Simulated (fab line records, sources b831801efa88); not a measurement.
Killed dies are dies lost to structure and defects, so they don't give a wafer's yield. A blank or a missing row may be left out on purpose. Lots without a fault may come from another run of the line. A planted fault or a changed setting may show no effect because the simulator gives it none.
Problem report in the 8D (eight disciplines) form, filled by code | flow gf180mcu | the parts of the form that need people (team, actions taken, sign-off) are left out

1. THE PROBLEM
developer_temp_C at GF_M4_DEVELOP_13 reads a mean of 21.89 C on 9 wafers of 3 lots; wafers without a fault read 21.02 C with a standard deviation of 0.094. That is +9.3 standard deviations from the usual mean.
The step: develop time 60 s.
First seen on wafer L115.3, day 28 11:36, on litho_track-03. The record holds 42 wafers of 14 lots with a number at this step. Rule for "out", or "out of limits": more than 4 standard deviations from the usual mean. The other wafers with a number count as sound.

2. WHAT IT IS AND WHAT IT IS NOT
question                    | is                     | is not
which readings at this step | developer_temp_C       | -
which lots                  | L115, L116, L117       | L100, L101, L104, L105, L107, L108, L110, L118, L119, L121, L999
which wafers of those lots  | all that have a number | -
read on which tools         | litho_track-03         | litho_track-01, litho_track-04
when                        | from day 28 11:36      | up to then (24 sound wafers); but 9 sound wafers of L118, L119, L121 came after

3. SUSPECTS, AND WHAT RULES EACH OUT
Counting: a tool at a process step up to the reading stays a suspect if it ran every lot that is out and no sound lot after the first of them.
- litho_track-03 at GF_M4_DEVELOP_13 (develop time 60 s): kept. It ran every lot that is out, first L115 (day 28 11:36), and no sound lot after that; its last sound lot up to then is L107 (day 26 07:09). Its own readings are out on those wafers: developer_temp_C.
Left after counting: litho_track-03 at GF_M4_DEVELOP_13.

4. THE CAUSE (what the simulator had put in)
Process parameter drift: litho_track-03, from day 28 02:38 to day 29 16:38, at GF_M4_DEVELOP_13. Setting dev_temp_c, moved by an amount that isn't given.
Counting left only this tool.

5. THE CHAIN OF EFFECTS, in route order
Each row: a reading whose mean over the struck wafers that have a number lies more than 3 standard deviations from the usual. Only readings for which the record gives a usual standard deviation are gone through. hours: the time from each lot's start at the first step in this table that gives one to its start at this step, as a median over the lots. sigmas: the change in usual standard deviations.
hours | step             | reading          | usual   | on struck wafers | change | sigmas
0     | GF_M4_DEVELOP_13 | developer_temp_C | 21.02 C | 21.89            | +0.87  | +9.3
The process steps in it:
- GF_M4_DEVELOP_13: develop time 60 s.

6. WHAT WOULD HAVE CAUGHT IT SOONER
In this record the first reading out of limits was taken at day 28 11:36, 9 hours after the fault began at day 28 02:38.
